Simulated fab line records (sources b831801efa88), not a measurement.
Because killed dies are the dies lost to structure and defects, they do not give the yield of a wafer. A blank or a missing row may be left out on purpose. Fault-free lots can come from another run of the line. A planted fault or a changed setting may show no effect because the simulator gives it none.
Which tool was responsible?    flow gf180mcu    6 lots with 18 wafers sampled at 4 steps, on a route of 602 steps

## WHAT EACH GAUGE READ, for each wafer
GF_CONTACT_THK_MEAS_26: measures by xrf.
lot   measured      on            CONTACT_W_THK (nm)
L740  day 16 18:10  filmMetro-01  290 284 288
L748  day 20 04:42  filmMetro-04  288 290 291
L751  day 21 01:41  filmMetro-04  285 288 285
L753  day 21 18:05  filmMetro-02  280 284 285
L755  day 22 11:59  filmMetro-02  286 289 288
L761  day 24 05:47  filmMetro-04  286 284 283

## WHAT TOOL EACH LOT RAN ON (gives the tool, then ch and the chambers of the sampled wafers, and finally the start)
lot   GF_HV_LDD_COAT_26                 GF_HV_LDD_STRIP_37                   GF_CONTACT_STRIP_18
L740  lithoTrack-02 ch 0, day 11 16:29  plasmaAsher-03 ch 0,1, day 12 02:22  plasmaAsher-01 ch 0,1, day 16 17:33
L748  lithoTrack-02 ch 0, day 14 12:32  plasmaAsher-02 ch 1, day 15 00:20    plasmaAsher-01 ch 0,1, day 20 04:04
L751  lithoTrack-04 ch 0, day 15 08:24  plasmaAsher-03 ch 0,1, day 15 20:09  plasmaAsher-02 ch 0,1, day 21 01:04
L753  lithoTrack-02 ch 0, day 16 01:23  plasmaAsher-03 ch 0, day 16 13:11    plasmaAsher-01 ch 0, day 21 17:25
L755  lithoTrack-03 ch 0, day 16 17:54  plasmaAsher-01 ch 0,1, day 17 06:17  plasmaAsher-01 ch 0,1, day 22 11:17
L761  lithoTrack-03 ch 0, day 18 10:50  plasmaAsher-02 ch 0,1, day 19 00:03  plasmaAsher-02 ch 0,1, day 24 05:10
- GF_HV_LDD_COAT_26: resist thk 1000 nm.
- GF_HV_LDD_STRIP_37: strips in O2/N2.
- GF_CONTACT_STRIP_18: strips in O2/N2.

## THE ANSWER, worked out from the rows above alone
Rule: usual is defined by the lots themselves. Put in order of their means at a reading, lots are off if they are a third of the lots or fewer, leave a main group of 4 or more, and stand apart from it by a gap of 3 or more times the standard deviation of the main group's means; of several such gaps the widest counts. If all means in a main group match to the digits the tables above print for the reading, that group is not used. A lot without any number at a reading at which 4 lots or more have one is off too. Where the step has rows for the other lots, those lots are counted as sound.
No lot is off at any reading shown: from this, nothing can be told.

## WHAT WAS PUT IN BY THE SIMULATOR
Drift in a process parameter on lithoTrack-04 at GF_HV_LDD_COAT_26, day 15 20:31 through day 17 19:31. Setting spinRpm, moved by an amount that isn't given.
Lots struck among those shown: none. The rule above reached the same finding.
